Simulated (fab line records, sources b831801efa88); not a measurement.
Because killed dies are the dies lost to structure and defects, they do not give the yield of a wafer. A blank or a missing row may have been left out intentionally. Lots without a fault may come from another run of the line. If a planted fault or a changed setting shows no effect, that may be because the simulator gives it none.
Chamber matching / flow sky130 / rie-diel-02 running SKY_VIA3_ETCH_14: 4 sister chambers
The step etches BARC in N2/H2, stops on SiO2, time 45.9 s, target depth 60 nm. 16 wafers are shown with their chamber, then 8 later ones without.

== WAFERS WITH THEIR CHAMBER ==
wafer=L077.4; chamber=2; drypump-motor-current-A (A)=5.8; throttle-valve-pct (%)=13.226; oes-product-au (a.u.)=0.863
wafer=L077.5; chamber=2; drypump-motor-current-A (A)=5.8; throttle-valve-pct (%)=13.230; oes-product-au (a.u.)=0.854
wafer=L077.6; chamber=0; drypump-motor-current-A (A)=5.6; throttle-valve-pct (%)=13.227; oes-product-au (a.u.)=0.863
wafer=L080.1; chamber=0; drypump-motor-current-A (A)=5.7; throttle-valve-pct (%)=13.236; oes-product-au (a.u.)=0.860
wafer=L080.2; chamber=2; drypump-motor-current-A (A)=5.8; throttle-valve-pct (%)=13.233; oes-product-au (a.u.)=0.854
wafer=L080.6; chamber=3; drypump-motor-current-A (A)=5.8; throttle-valve-pct (%)=13.220; oes-product-au (a.u.)=0.853
wafer=L081.3; chamber=2; drypump-motor-current-A (A)=5.8; throttle-valve-pct (%)=13.232; oes-product-au (a.u.)=0.859
wafer=L081.4; chamber=2; drypump-motor-current-A (A)=5.8; throttle-valve-pct (%)=13.227; oes-product-au (a.u.)=0.853
wafer=L081.5; chamber=0; drypump-motor-current-A (A)=5.7; throttle-valve-pct (%)=13.227; oes-product-au (a.u.)=0.864
wafer=L084.1; chamber=3; drypump-motor-current-A (A)=5.9; throttle-valve-pct (%)=13.210; oes-product-au (a.u.)=0.857
wafer=L084.5; chamber=2; drypump-motor-current-A (A)=5.8; throttle-valve-pct (%)=13.220; oes-product-au (a.u.)=0.862
wafer=L084.6; chamber=1; drypump-motor-current-A (A)=5.0; throttle-valve-pct (%)=13.216; oes-product-au (a.u.)=0.855
wafer=L085.1; chamber=1; drypump-motor-current-A (A)=4.9; throttle-valve-pct (%)=13.215; oes-product-au (a.u.)=0.857
wafer=L085.2; chamber=0; drypump-motor-current-A (A)=5.7; throttle-valve-pct (%)=13.220; oes-product-au (a.u.)=0.856
wafer=L085.3; chamber=2; drypump-motor-current-A (A)=5.8; throttle-valve-pct (%)=13.202; oes-product-au (a.u.)=0.862
wafer=L088.4; chamber=3; drypump-motor-current-A (A)=5.9; throttle-valve-pct (%)=13.227; oes-product-au (a.u.)=0.861

SIGNATURES (averages over the wafers above)
reading=drypump-motor-current-A; chamber 0=5.675; chamber 1=4.950; chamber 2=5.800; chamber 3=5.867; scatter within a chamber=0.04
reading=throttle-valve-pct; chamber 0=13.22750; chamber 1=13.21550; chamber 2=13.22429; chamber 3=13.21900; scatter within a chamber=0.00899
reading=oes-product-au; chamber 0=0.86075; chamber 1=0.85600; chamber 2=0.85814; chamber 3=0.85700; scatter within a chamber=0.00395
Rule: distance of a wafer from a chamber = root of the sum over the readings of ((wafer's reading minus chamber's mean) / reading's scatter) squared. If the next closest chamber is less than 2 further off than the closest, the wafer can't be placed; otherwise it belongs to the closest. How the scatter is found: for the shown wafers, subtract from each reading the mean of its chamber, square and add these, divide the total by (wafers less chambers), then take the root.

== WAFERS WHOSE CHAMBER IS MISSING ==
wafer=L088.5; drypump-motor-current-A (A)=5.0; throttle-valve-pct (%)=13.226; oes-product-au (a.u.)=0.850
wafer=L088.6; drypump-motor-current-A (A)=5.7; throttle-valve-pct (%)=13.230; oes-product-au (a.u.)=0.859
wafer=L090.1; drypump-motor-current-A (A)=5.9; throttle-valve-pct (%)=13.214; oes-product-au (a.u.)=0.862
wafer=L090.4; drypump-motor-current-A (A)=5.6; throttle-valve-pct (%)=13.229; oes-product-au (a.u.)=0.859
wafer=L090.6; drypump-motor-current-A (A)=5.0; throttle-valve-pct (%)=13.251; oes-product-au (a.u.)=0.861
wafer=L091.2; drypump-motor-current-A (A)=5.9; throttle-valve-pct (%)=13.243; oes-product-au (a.u.)=0.859
wafer=L091.5; drypump-motor-current-A (A)=5.8; throttle-valve-pct (%)=13.238; oes-product-au (a.u.)=0.855
wafer=L091.6; drypump-motor-current-A (A)=5.6; throttle-valve-pct (%)=13.225; oes-product-au (a.u.)=0.861

== CHAMBER TAKEN BY EACH ==
wafer=L088.5; from the rows above=1; in truth=1
wafer=L088.6; from the rows above=can't be placed: 0 or 2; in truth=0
wafer=L090.1; from the rows above=can't be placed: 3 or 2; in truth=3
wafer=L090.4; from the rows above=0; in truth=0
wafer=L090.6; from the rows above=1; in truth=1
wafer=L091.2; from the rows above=can't be placed: 3 or 2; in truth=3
wafer=L091.5; from the rows above=can't be placed: 2 or 3 or 0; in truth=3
wafer=L091.6; from the rows above=0; in truth=0
Correct placement for 4 of the 8. Not placeable from these rows: 4 (in 4, the candidates include the true chamber). Wrongly placed: 0.
